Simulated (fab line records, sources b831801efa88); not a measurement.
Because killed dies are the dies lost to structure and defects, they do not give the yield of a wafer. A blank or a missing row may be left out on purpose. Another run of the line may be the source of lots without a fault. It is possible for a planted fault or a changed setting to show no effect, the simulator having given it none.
Which tool was responsible?    flow gf180mcu    24 lots, 72 wafers sampled, at 5 steps of a route of 602

## WHAT EACH GAUGE READ, for each wafer
GF_V2_THK_MEAS_25: measures by xrf. Usual: V2_W_THK 348 nm, standard deviation 4.1.
lot   measured      on             V2_W_THK (nm)  flag
L074  day 20 05:48  film-metro-04  348 352 355    
L075  day 20 16:02  film-metro-04  347 352 349    
L076  day 20 22:50  film-metro-04  349 347 347    
L077  day 21 15:41  film-metro-04  352 352 347    
L078  day 21 23:22  film-metro-02  360 355 359    
L079  day 22 04:45  film-metro-04  343 344 347    
L080  day 22 15:25  film-metro-02  350 353 354    
L081  day 22 23:07  film-metro-04  348 344 348    
L082  day 23 13:14  film-metro-04  350 343 344    
L083  day 23 14:57  film-metro-03  340 344 344    
L084  day 24 01:56  film-metro-02  341 345 343    
L085  day 24 10:41  film-metro-03  354 348 362    
L086  day 24 19:06  film-metro-03  347 341 351    
L087  day 25 03:24  film-metro-04  347 348 349    
L088  day 25 12:59  film-metro-04  349 345 347    
L089  day 26 00:07  film-metro-04  348 353 346    
L090  day 26 00:53  film-metro-04  343 342 344    
L091  day 26 09:22  film-metro-02  347 345 349    
L092  day 26 18:04  film-metro-03  347 350 344    
L093  day 26 20:02  film-metro-03  351 351 349    
L094  day 27 03:48  film-metro-02  350 352 353    
L095  day 27 12:43  film-metro-03  341 347 341    
L096  day 27 18:58  film-metro-04  351 348 349    
L097  day 27 23:35  film-metro-04  353 343 345    

GF_M3_RS_MEAS_05: measurement is done with a four-point probe. Usual: M3_ALCU_RS 0.0698 ohm/sq, standard deviation 0.00068.
lot   measured      on             M3_ALCU_RS (ohm/sq)   flag
L074  day 20 06:25  film-metro-01  0.0698 0.0700 0.0692  
L075  day 20 16:37  film-metro-02  0.0699 0.0693 0.0697  
L076  day 20 23:25  film-metro-01  0.0711 0.0700 0.0699  
L077  day 21 16:16  film-metro-02  0.0684 0.0693 0.0689  
L078  day 21 23:57  film-metro-01  0.0710 0.0703 0.0706  
L079  day 22 05:20  film-metro-03  0.0701 0.0700 0.0701  
L080  day 22 16:00  film-metro-02  0.0705 0.0703 0.0707  
L081  day 22 23:41  film-metro-03  0.0701 0.0702 0.0697  
L082  day 23 13:49  film-metro-01  0.0700 0.0703 0.0701  
L083  day 23 15:32  film-metro-03  0.0695 0.0694 0.0692  
L084  day 24 02:31  film-metro-01  0.0707 0.0704 0.0702  
L085  day 24 11:28  film-metro-02  0.0701 0.0691 0.0703  
L086  day 24 19:41  film-metro-03  0.0686 0.0693 0.0693  
L087  day 25 04:00  film-metro-01  0.0709 0.0699 0.0704  
L088  day 25 13:34  film-metro-02  0.0694 0.0703 0.0701  
L089  day 26 00:41  film-metro-02  0.0696 0.0701 0.0707  
L090  day 26 01:29  film-metro-02  0.0696 0.0692 0.0691  
L091  day 26 09:57  film-metro-03  0.0693 0.0693 0.0695  
L092  day 26 18:40  film-metro-01  0.0700 0.0699 0.0695  
L093  day 26 20:38  film-metro-02  0.0698 0.0697 0.0698  
L094  day 27 04:25  film-metro-03  0.0709 0.0703 0.0702  
L095  day 27 13:19  film-metro-02  0.0681 0.0690 0.0686  
L096  day 27 19:35  film-metro-03  0.0709 0.0707 0.0704  
L097  day 28 00:11  film-metro-03  0.0683 0.0684 0.0684  

## EACH LOT AND THE TOOL THAT RAN IT (in order: tool; ch and the chambers of the sampled wafers; start)
lot   GF_V2_STRIP_18                        GF_M3_SPUTTER_00              GF_M3_SPUTTER_01
L074  plasma-asher-03 ch 0,1, day 20 04:56  pvd-sputter-04, day 20 06:08  pvd-sputter-04, day 20 06:14
L075  plasma-asher-02 ch 0,1, day 20 15:10  pvd-sputter-04, day 20 16:23  pvd-sputter-04, day 20 16:29
L076  plasma-asher-02 ch 0,1, day 20 21:58  pvd-sputter-04, day 20 23:12  pvd-sputter-04, day 20 23:18
L077  plasma-asher-02 ch 0, day 21 14:47    pvd-sputter-01, day 21 16:02  pvd-sputter-01, day 21 16:08
L078  plasma-asher-03 ch 0,1, day 21 22:29  pvd-sputter-01, day 21 23:44  pvd-sputter-01, day 21 23:50
L079  plasma-asher-03 ch 0,1, day 22 03:52  pvd-sputter-03, day 22 05:07  pvd-sputter-03, day 22 05:13
L080  plasma-asher-03 ch 0,1, day 22 14:34  pvd-sputter-04, day 22 15:47  pvd-sputter-04, day 22 15:53
L081  plasma-asher-03 ch 0,1, day 22 22:14  pvd-sputter-01, day 22 23:28  pvd-sputter-01, day 22 23:34
L082  plasma-asher-02 ch 0, day 23 12:20    pvd-sputter-04, day 23 13:35  pvd-sputter-04, day 23 13:41
L083  plasma-asher-04 ch 0, day 23 14:02    pvd-sputter-04, day 23 15:18  pvd-sputter-04, day 23 15:24
L084  plasma-asher-04 ch 0,1, day 24 00:43  pvd-sputter-04, day 24 02:17  pvd-sputter-04, day 24 02:23
L085  plasma-asher-04 ch 0,1, day 24 09:43  pvd-sputter-04, day 24 11:13  pvd-sputter-04, day 24 11:20
L086  plasma-asher-04 ch 0, day 24 17:53    pvd-sputter-01, day 24 19:28  pvd-sputter-01, day 24 19:34
L087  plasma-asher-02 ch 0,1, day 25 02:31  pvd-sputter-04, day 25 03:44  pvd-sputter-04, day 25 03:50
L088  plasma-asher-03 ch 1, day 25 11:40    pvd-sputter-03, day 25 13:21  pvd-sputter-03, day 25 13:27
L089  plasma-asher-02 ch 0,1, day 25 23:13  pvd-sputter-04, day 26 00:28  pvd-sputter-04, day 26 00:34
L090  plasma-asher-03 ch 0,1, day 26 00:00  pvd-sputter-03, day 26 01:14  pvd-sputter-03, day 26 01:20
L091  plasma-asher-03 ch 0,1, day 26 08:30  pvd-sputter-03, day 26 09:44  pvd-sputter-03, day 26 09:50
L092  plasma-asher-02 ch 0,1, day 26 17:11  pvd-sputter-04, day 26 18:25  pvd-sputter-04, day 26 18:31
L093  plasma-asher-02 ch 0,1, day 26 19:09  pvd-sputter-01, day 26 20:24  pvd-sputter-01, day 26 20:30
L094  plasma-asher-04 ch 0,1, day 27 02:56  pvd-sputter-04, day 27 04:08  pvd-sputter-04, day 27 04:14
L095  plasma-asher-02 ch 1, day 27 11:50    pvd-sputter-01, day 27 13:04  pvd-sputter-01, day 27 13:10
L096  plasma-asher-02 ch 0,1, day 27 18:05  pvd-sputter-04, day 27 19:18  pvd-sputter-04, day 27 19:24
L097  plasma-asher-03 ch 0, day 27 22:41    pvd-sputter-03, day 27 23:57  pvd-sputter-03, day 28 00:03
- GF_V2_STRIP_18: strips in O2/N2.
- GF_M3_SPUTTER_00: material Ti, target thk 37.5 nm, time 150 s.
- GF_M3_SPUTTER_01: material TiN, target thk 30 nm, time 25 s.

## WHAT THE TOOLS THEMSELVES READ (means of the sampled wafers that have a number; where no wafer has one, the mark that the record gives instead)
GF_V2_STRIP_18. Usual: drypump-motor-current-A 6.0 A, standard deviation 0.47; heater-power-w 337 W, standard deviation 30; oes-product-au 0.592 a.u., standard deviation 0.0047.
lot   tool             drypump-motor-current-A (A)  heater-power-w (W)  oes-product-au (a.u.)  flag
L074  plasma-asher-03  6.6                          329                 0.596                  
L075  plasma-asher-02  5.8                          360                 0.590                  
L076  plasma-asher-02  5.8                          343                 0.590                  
L077  plasma-asher-02  5.7                          379                 0.597                  
L078  plasma-asher-03  6.6                          336                 0.586                  
L079  plasma-asher-03  6.6                          330                 0.592                  
L080  plasma-asher-03  6.6                          341                 0.594                  
L081  plasma-asher-03  6.6                          328                 0.591                  
L082  plasma-asher-02  5.8                          380                 0.592                  
L083  plasma-asher-04  5.7                          321                 0.595                  
L084  plasma-asher-04  5.5                          310                 0.587                  
L085  plasma-asher-04  5.5                          313                 0.592                  
L086  plasma-asher-04  5.6                          320                 0.595                  
L087  plasma-asher-02  5.8                          342                 0.598                  
L088  plasma-asher-03  6.6                          360                 0.591                  
L089  plasma-asher-02  5.8                          361                 0.592                  
L090  plasma-asher-03  6.6                          350                 0.590                  
L091  plasma-asher-03  6.6                          348                 0.593                  
L092  plasma-asher-02  5.8                          341                 0.590                  
L093  plasma-asher-02  5.8                          358                 0.592                  
L094  plasma-asher-04  5.3                          301                 0.589                  
L095  plasma-asher-02  5.9                          327                 0.592                  
L096  plasma-asher-02  5.8                          359                 0.594                  
L097  plasma-asher-03  6.6                          314                 0.589                  

GF_M3_SPUTTER_00. Usual: throttle-valve-pct reads 30.1 % (standard deviation 0.85).
lot   tool            throttle-valve-pct (%)  flag
L074  pvd-sputter-04  30.1                    
L075  pvd-sputter-04  29.6                    
L076  pvd-sputter-04  30.5                    
L077  pvd-sputter-01  30.6                    
L078  pvd-sputter-01  29.8                    
L079  pvd-sputter-03  30.0                    
L080  pvd-sputter-04  30.1                    
L081  pvd-sputter-01  30.6                    
L082  pvd-sputter-04  31.1                    
L083  pvd-sputter-04  30.6                    
L084  pvd-sputter-04  30.6                    
L085  pvd-sputter-04  29.9                    
L086  pvd-sputter-01  29.2                    
L087  pvd-sputter-04  30.2                    
L088  pvd-sputter-03  29.5                    
L089  pvd-sputter-04  30.9                    
L090  pvd-sputter-03  29.5                    
L091  pvd-sputter-03  29.6                    
L092  pvd-sputter-04  30.2                    
L093  pvd-sputter-01  28.8                    
L094  pvd-sputter-04  30.4                    
L095  pvd-sputter-01  29.7                    
L096  pvd-sputter-04  30.3                    
L097  pvd-sputter-03  29.6                    

GF_M3_SPUTTER_01. Usual: throttle-valve-pct reads 30.1 % (standard deviation 0.84).
lot   tool            throttle-valve-pct (%)  flag
L074  pvd-sputter-04  30.0                    
L075  pvd-sputter-04  29.8                    
L076  pvd-sputter-04  30.7                    
L077  pvd-sputter-01  30.6                    
L078  pvd-sputter-01  29.8                    
L079  pvd-sputter-03  29.7                    
L080  pvd-sputter-04  30.0                    
L081  pvd-sputter-01  30.3                    
L082  pvd-sputter-04  31.1                    
L083  pvd-sputter-04  30.6                    
L084  pvd-sputter-04  30.4                    
L085  pvd-sputter-04  29.8                    
L086  pvd-sputter-01  29.2                    
L087  pvd-sputter-04  30.3                    
L088  pvd-sputter-03  29.7                    
L089  pvd-sputter-04  30.7                    
L090  pvd-sputter-03  29.6                    
L091  pvd-sputter-03  29.8                    
L092  pvd-sputter-04  30.1                    
L093  pvd-sputter-01  28.8                    
L094  pvd-sputter-04  30.4                    
L095  pvd-sputter-01  29.7                    
L096  pvd-sputter-04  29.9                    
L097  pvd-sputter-03  29.8                    

## THE ANSWER, worked out from the rows above alone
Rule: a lot is off if the mean of its wafers that have a number lies more than 3 standard deviations from the usual mean. A lot without any number at a reading at which 4 lots or more have one is off too. Where the step has rows for the other lots, those lots are counted as sound. Order of review: gauges by route order, followed by the tools' own readings, for which a lot's mean as printed above is used. The first step at which some lot is off is used, and at that step the reading that is off furthest; a lot without a number counts as furthest.
Nothing can be told from this: no lot is off at any reading shown.

## WHAT THE SIMULATOR HAD PUT IN
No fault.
